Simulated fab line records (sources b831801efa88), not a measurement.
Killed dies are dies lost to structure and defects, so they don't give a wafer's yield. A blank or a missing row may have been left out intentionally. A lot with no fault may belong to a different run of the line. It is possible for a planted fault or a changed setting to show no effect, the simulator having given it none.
Which tool was responsible? ; flow gf180mcu ; Sampling: 13 lots, 39 wafers, 2 of 602 route steps

## WHAT THE GAUGES SHOWED, per wafer
GF_HV_LDD_OVL_MEAS_20. Usual: HV_LDD_01_OVL typically reads -0.2 nm, with standard deviation 1.3.
lot;measured;on;HV_LDD_01_OVL (nm);flag
L209;day 10 22:17;overlay-02;-1.2 0.6 -0.6;
L213;day 12 02:15;overlay-01;-0.1 0.4 -0.4;
L214;day 12 08:17;overlay-01;1.0 1.4 -0.3;
L216;day 13 00:07;overlay-02;0.6 0.4 -0.3;
L218;day 13 16:43;overlay-02;-0.6 -0.4 -1.0;
L220;day 14 03:21;overlay-02;1.7 1.6 3.2;
L221;day 14 19:03;overlay-02;-0.7 0.4 -0.5;
L223;day 15 04:59;overlay-02;-1.0 -1.6 -2.4;
L225;day 15 20:02;overlay-02;-2.5 -0.4 -0.7;
L228;day 16 22:41;overlay-02;-1.0 0.8 -0.7;
L229;day 17 01:49;overlay-01;0.8 0.9 -1.1;
L231;day 17 21:36;overlay-02;-0.5 0.6 2.5;
L232;day 18 06:11;overlay-01;-0.2 -0.7 -0.8;

GF_HV_LDD_OVL_MEAS_32. Usual: HV_LDD_02_OVL typically reads 0.3 nm, with standard deviation 1.5.
lot;measured;on;HV_LDD_02_OVL (nm);flag
L209;day 11 16:41;overlay-01;2.2 1.2 0.0;
L213;day 12 21:36;overlay-02;-0.8 -0.2 2.5;
L214;day 13 04:28;overlay-02;1.6 1.3 -0.8;
L216;day 13 20:19;overlay-02;-1.0 -1.6 0.5;
L218;day 14 13:49;overlay-01;2.8 -0.2 0.0;
L220;day 15 00:44;overlay-01;-1.6 0.1 -0.4;
L221;day 15 16:27;overlay-01;1.5 0.1 2.2;
L223;day 16 03:05;overlay-02;0.4 -0.2 -0.8;
L225;day 16 18:53;overlay-02;-1.3 -1.5 -0.5;
L228;day 17 22:09;overlay-01;-0.5 -1.3 -0.9;
L229;day 18 00:56;overlay-02;-2.0 -1.4 -2.7;
L231;day 18 21:51;overlay-02;1.9 0.6 2.6;
L232;day 19 06:29;overlay-01;0.1 1.3 1.7;

## WHICH TOOL RAN EACH LOT (tool, then ch and the chambers of the sampled wafers, then the start)
Record: no process step prior to these readings.

## WHAT THE TOOLS THEMSELVES READ (means of the sampled wafers that have a number; where no wafer has one, the mark that the record gives instead)
The record holds no such reading with a usual standard deviation.

## THE ANSWER, worked out from the rows above alone
Rule: a lot is off if the mean of its wafers that have a number lies more than 3 standard deviations from the usual mean. A lot without any number at a reading at which 4 lots or more have one is off too. Any other lot the step has rows for is counted as sound. The gauges are gone through in route order, then the tools' own readings, and for those a lot's mean is taken as printed above. At the first step where some lot is off, the reading lying furthest off is the one used; lots without a number count as furthest.
Nothing can be told from this: no lot is off at any reading shown.

## WHAT WAS PUT IN BY THE SIMULATOR
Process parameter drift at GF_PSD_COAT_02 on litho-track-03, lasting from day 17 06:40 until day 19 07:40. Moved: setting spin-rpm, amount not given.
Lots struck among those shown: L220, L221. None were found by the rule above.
